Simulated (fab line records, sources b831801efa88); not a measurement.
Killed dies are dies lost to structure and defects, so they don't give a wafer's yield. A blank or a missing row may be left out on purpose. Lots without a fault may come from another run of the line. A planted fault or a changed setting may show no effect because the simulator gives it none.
One fault seen from 2 desks | flow gf180mcu | each desk has only its own numbers; what lay behind them comes last

THE METROLOGY DESK
What the gauges read, lot by lot, whatever tool the lot ran on: means of the sampled wafers that have a number. A lot is out of limits, marked OUT, if its mean lies more than 4 standard deviations from the usual mean; the brackets give that distance.
Columns: A = STI_CVD_03_THK at GF_STI_THK_MEAS_04, usual 207.5 nm; B = cd_nm at GF_M2_CD_MEAS_14, usual 280.0 nm
lot  | first seen here | A     | B
L469 | day 1 20:30     | 203.5 | 278.8
L474 | day 2 20:06     | 206.6 | 280.5
L475 | day 3 00:34     | 208.5 | 279.1
L476 | day 3 07:04     | 209.8 | 279.3
L478 | day 3 15:34     | 208.5 | 282.0
L479 | day 3 21:37     | 209.5 | 282.3
L480 | day 4 01:34     | 208.8 | 278.0
L481 | day 4 06:44     | 209.0 | 280.2
L483 | day 4 16:50     | 208.7 | 280.2
L484 | day 5 00:13     | 203.5 | 278.9
L485 | day 5 05:45     | 204.9 | 279.5
L487 | day 5 13:45     | 210.3 | 279.8
L488 | day 5 19:35     | 208.5 | 280.4
L489 | day 5 22:52     | 208.0 | 280.0
This desk's finding: nothing out of limits on any of the 14 lots.

THE TOOL OWNER'S DESK: implanter-02
The tool's own readings at GF_HV_LDD_IMPLANT_33: means of the sampled wafers that have a number, for each lot that ran on this tool. A lot is out of limits, marked OUT, if its mean lies more than 4 standard deviations from the usual mean; the brackets give that distance.
Columns: A = dose_ions_cm2 at GF_HV_LDD_IMPLANT_33, usual 7.5e+12; B = faraday_current_uA at GF_HV_LDD_IMPLANT_33, usual 42.2
lot  | first seen here | A                         | B
L479 | day 15 04:52    | 7.5e+12                   | 42.5
L480 | day 15 16:35    | 7.5e+12                   | 42.9
L485 | day 17 04:21    | 8.4e+12 (+99 or more) OUT | 47.9 (+7.2) OUT
L489 | day 18 08:43    | 8.5e+12 (+99 or more) OUT | 47.1 (+6.2) OUT
This desk's finding: out of limits on L485, L489; first on L485, day 17 04:21 (dose_ions_cm2 at GF_HV_LDD_IMPLANT_33). In limits: L479, L480.

PUT TOGETHER
The tool owner's desk could have raised an alarm at day 17 04:21, on L485, L489.
The metrology desk saw nothing out of limits.
The metrology desk has L485, L489 on record, within its limits.
Of the lots named, all ran GF_HV_LDD_IMPLANT_33 on implanter-02.

WHAT THE SIMULATOR HAD PUT IN
Process parameter drift: implanter-02, from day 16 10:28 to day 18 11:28, at GF_HV_LDD_IMPLANT_33. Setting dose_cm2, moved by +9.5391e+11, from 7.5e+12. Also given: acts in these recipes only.
Lots struck among those shown: L485, L489.
Hours from the fault's start to each desk's first reading out of limits: the tool owner's desk, 18.
